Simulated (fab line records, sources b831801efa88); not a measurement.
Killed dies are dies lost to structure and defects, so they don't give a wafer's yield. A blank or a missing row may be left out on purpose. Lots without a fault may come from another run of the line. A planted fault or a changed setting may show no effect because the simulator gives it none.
Which tool did it? | flow gf180mcu | 14 lots, 42 wafers sampled, at 5 steps of a route of 602

WHAT THE GAUGES READ, wafer by wafer
GF_STI_CD_MEAS_12: target cd 220 nm. Usual: cd_nm 220.0 nm, standard deviation 1.3.
lot  | measured    | on        | cd_nm (nm)        | flag
L497 | day 2 11:14 | cd_sem-01 | 219.1 218.7 219.7 |
L498 | day 2 16:02 | cd_sem-01 | 218.7 217.7 219.0 |
L499 | day 2 21:41 | cd_sem-01 | 221.3 220.3 218.6 |
L500 | day 3 06:34 | cd_sem-01 | 219.0 219.3 219.1 |
L501 | day 3 11:45 | cd_sem-02 | 218.4 218.3 218.4 |
L507 | day 4 17:09 | cd_sem-01 | 221.5 222.5 221.6 |
L511 | day 5 10:40 | cd_sem-02 | 222.9 222.2 220.1 |
L512 | day 5 21:04 | cd_sem-01 | 220.6 221.1 222.2 |
L513 | day 6 04:29 | cd_sem-01 | 217.8 217.0 218.3 |
L514 | day 6 06:49 | cd_sem-01 | 221.4 220.9 220.0 |
L515 | day 6 12:01 | cd_sem-02 | 218.8 219.5 219.0 |
L516 | day 6 13:46 | cd_sem-02 | 219.7 218.1 221.4 |
L517 | day 6 18:37 | cd_sem-02 | 222.5 220.3 221.0 |
L518 | day 6 23:00 | cd_sem-02 | 219.4 220.0 220.4 |

GF_STI_THK_MEAS_30. Usual: STI_OXIDATION_02_THK 9.92 nm, standard deviation 0.19.
lot  | measured    | on            | STI_OXIDATION_02_THK (nm) | flag
L497 | day 3 01:26 | film_metro-02 | 10.24 10.17 10.15         |
L498 | day 3 01:26 | film_metro-03 | 9.74 9.74 9.63            |
L499 | day 3 05:37 | film_metro-02 | 15.72 15.73 15.59         | OFF
L500 | day 3 11:05 | film_metro-04 | 15.63 15.53 15.63         | OFF
L501 | day 3 16:57 | film_metro-02 | 9.93 9.97 10.04           |
L507 | day 4 23:04 | film_metro-03 | 9.60 9.72 9.71            |
L511 | day 5 16:55 | film_metro-02 | 9.96 10.02 9.97           |
L512 | day 6 02:55 | film_metro-04 | 9.60 9.64 9.66            |
L513 | day 6 09:17 | film_metro-04 | 9.49 9.67 9.63            |
L514 | day 6 12:32 | film_metro-04 | 10.23 10.31 9.98          |
L515 | day 6 18:12 | film_metro-03 | 9.67 9.74 9.68            |
L516 | day 6 18:11 | film_metro-02 | 9.73 10.03 9.92           |
L517 | day 6 23:28 | film_metro-03 | 10.16 10.12 10.01         |
L518 | day 7 03:21 | film_metro-04 | 9.94 9.91 10.02           |

GF_HV_LDD_OVL_MEAS_08. Usual: HV_LDD_OVL 0.4 nm, standard deviation 1.4.
lot  | measured     | on         | HV_LDD_OVL (nm) | flag
L497 | day 11 01:58 | overlay-02 | 1.6 1.7 2.8     |
L498 | day 11 02:16 | overlay-02 | 0.2 0.2 0.0     |
L499 | day 11 08:21 | overlay-02 | -0.7 0.0 -1.7   |
L500 | day 11 14:02 | overlay-01 | 1.9 2.5 1.3     |
L501 | day 11 20:17 | overlay-02 | 0.5 -1.2 0.4    |
L507 | day 13 15:23 | overlay-02 | 0.1 -0.5 1.3    |
L511 | day 14 19:43 | overlay-02 | 1.4 1.4 -0.1    |
L512 | day 15 12:41 | overlay-01 | 1.6 -1.2 0.9    |
L513 | day 16 00:10 | overlay-01 | -0.3 2.3 2.4    |
L514 | day 16 04:08 | overlay-02 | 1.5 1.6 0.6     |
L515 | day 16 10:20 | overlay-02 | 0.9 -1.4 0.3    |
L516 | day 16 15:52 | overlay-01 | 3.0 1.9 1.7     |
L517 | day 16 20:14 | overlay-02 | -0.9 -2.2 0.6   |
L518 | day 16 23:29 | overlay-02 | 0.2 1.6 1.3     |

GF_NSD_CD_MEAS_07: target cd 400 nm. Usual: cd_nm 399.9 nm, standard deviation 1.9.
lot  | measured     | on        | cd_nm (nm)        | flag
L497 | day 14 13:15 | cd_sem-01 | 400.5 400.3 399.5 |
L498 | day 14 14:41 | cd_sem-01 | 401.4 401.5 400.7 |
L499 | day 14 20:07 | cd_sem-01 | 397.6 395.7 395.7 |
L500 | day 15 03:14 | cd_sem-01 | 402.2 398.3 401.0 |
L501 | day 15 09:37 | cd_sem-02 | 403.6 401.5 401.6 |
L507 | day 17 08:03 | cd_sem-02 | 398.9 400.2 398.3 |
L511 | day 18 17:49 | cd_sem-02 | 399.8 399.4 401.9 |
L512 | day 19 11:55 | cd_sem-01 | 401.3 402.6 400.3 |
L513 | day 20 01:49 | cd_sem-01 | 402.8 401.0 402.5 |
L514 | day 20 07:34 | cd_sem-02 | 400.2 402.4 401.1 |
L515 | day 20 13:19 | cd_sem-02 | 399.2 400.2 401.0 |
L516 | day 20 18:56 | cd_sem-01 | 400.6 402.0 403.3 |
L517 | day 20 23:14 | cd_sem-02 | 399.5 399.9 397.5 |
L518 | day 21 03:01 | cd_sem-01 | 397.7 396.9 397.3 |

WHICH TOOL RAN EACH LOT (tool, then ch and the chambers of the sampled wafers, then the start)
lot  | GF_STI_OXIDATION_29
L497 | furnace-02 ch 0, day 3 00:02
L498 | furnace-02 ch 0, day 3 00:02
L499 | furnace-02 ch 0, day 3 04:13
L500 | furnace-02 ch 0, day 3 09:41
L501 | furnace-01 ch 0, day 3 15:33
L507 | furnace-01 ch 0, day 4 21:40
L511 | furnace-01 ch 0, day 5 15:31
L512 | furnace-01 ch 0, day 6 01:31
L513 | furnace-01 ch 0, day 6 07:53
L514 | furnace-02 ch 0, day 6 11:08
L515 | furnace-01 ch 0, day 6 16:47
L516 | furnace-01 ch 0, day 6 16:47
L517 | furnace-01 ch 0, day 6 22:04
L518 | furnace-02 ch 0, day 7 01:57
- GF_STI_OXIDATION_29: stabilise 600 s, purge 300 s, target thk 10 nm.

WHAT THE TOOLS THEMSELVES READ (means of the sampled wafers that have a number; where no wafer has one, the mark that the record gives instead)
GF_STI_OXIDATION_29. Usual: zone_power_upper_pct 18.51 %, standard deviation 0.22.
lot  | tool       | zone_power_upper_pct (%) | flag
L497 | furnace-02 | 18.24                    |
L498 | furnace-02 | 18.32                    |
L499 | furnace-02 | 18.54                    |
L500 | furnace-02 | 18.32                    |
L501 | furnace-01 | 18.70                    |
L507 | furnace-01 | 18.67                    |
L511 | furnace-01 | 18.69                    |
L512 | furnace-01 | 18.64                    |
L513 | furnace-01 | 18.53                    |
L514 | furnace-02 | 18.44                    |
L515 | furnace-01 | 18.66                    |
L516 | furnace-01 | 18.60                    |
L517 | furnace-01 | 18.80                    |
L518 | furnace-02 | 18.36                    |

THE ANSWER, worked out from the rows above alone
Rule: a lot is off if the mean of its wafers that have a number lies more than 3 standard deviations from the usual mean. A lot without any number at a reading at which 4 lots or more have one is off too. The other lots that the step has rows for count as sound. The gauges are gone through in route order, then the tools' own readings, and for those a lot's mean is taken as printed above. The first step at which some lot is off is used, and at that step the reading that is off furthest; a lot without a number counts as furthest.
Off: L499, L500, at GF_STI_THK_MEAS_30 (STI_OXIDATION_02_THK).
A tool fits if, at a process step before that reading, it ran every lot that is off, and no sound lot after the first of them. The gauges at GF_STI_THK_MEAS_30 are tried like those tools. None of those tried fits.

WHAT THE SIMULATOR HAD PUT IN
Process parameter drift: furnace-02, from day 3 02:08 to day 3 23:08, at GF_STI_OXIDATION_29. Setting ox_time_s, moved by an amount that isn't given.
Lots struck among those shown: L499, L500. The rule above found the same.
